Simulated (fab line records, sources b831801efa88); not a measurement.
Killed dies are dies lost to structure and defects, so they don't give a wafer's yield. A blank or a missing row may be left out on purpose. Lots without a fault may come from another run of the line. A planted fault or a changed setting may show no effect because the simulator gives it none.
Chamber matching | flow gf180mcu | GF_V2_CVD_02 on pecvd-02: 3 sister chambers
The step deposits SiO2 from TEOS, target thk 850 nm, time 94.851 s. 3 wafers are shown with their chamber, then 8 later ones without.

WAFERS WITH THEIR CHAMBER
wafer  | chamber | heater_power_w (W)
L827.5 | 0       | 451
L827.6 | 1       | 671
L828.1 | 2       | 556

WAFERS WITHOUT THEIR CHAMBER
wafer  | heater_power_w (W)
L828.4 | 428
L828.5 | 558
L830.2 | 630
L830.4 | 509
L830.6 | 668
L831.2 | 690
L831.3 | 506
L831.4 | 437

WHICH CHAMBER EACH WENT THROUGH
wafer  | from the rows above     | in truth
L828.4 | 0                       | 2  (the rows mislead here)
L828.5 | 2                       | 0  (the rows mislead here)
L830.2 | can't be placed: 1 or 2 | 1
L830.4 | can't be placed: 2 or 0 | 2
L830.6 | 1                       | 1
L831.2 | 1                       | 1
L831.3 | can't be placed: 2 or 0 | 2
L831.4 | 0                       | 0
Placed correctly: 3 of 8. Can't be placed from these rows: 3 (the true chamber is among the candidates in 3). Placed wrongly: 2.
How it was worked out, from the rows above alone: a wafer's distance from a chamber is the root of the sum, over the readings, of the square of ((its reading less the chamber's mean) divided by the reading's scatter). The wafer belongs to the nearest chamber; if the next one is less than 2 further off, it can't be placed. A chamber's mean is the mean of its shown wafers. The scatter: with one shown wafer a chamber, the root of the mean of the squares of how far each hidden wafer lies from its nearest shown one.
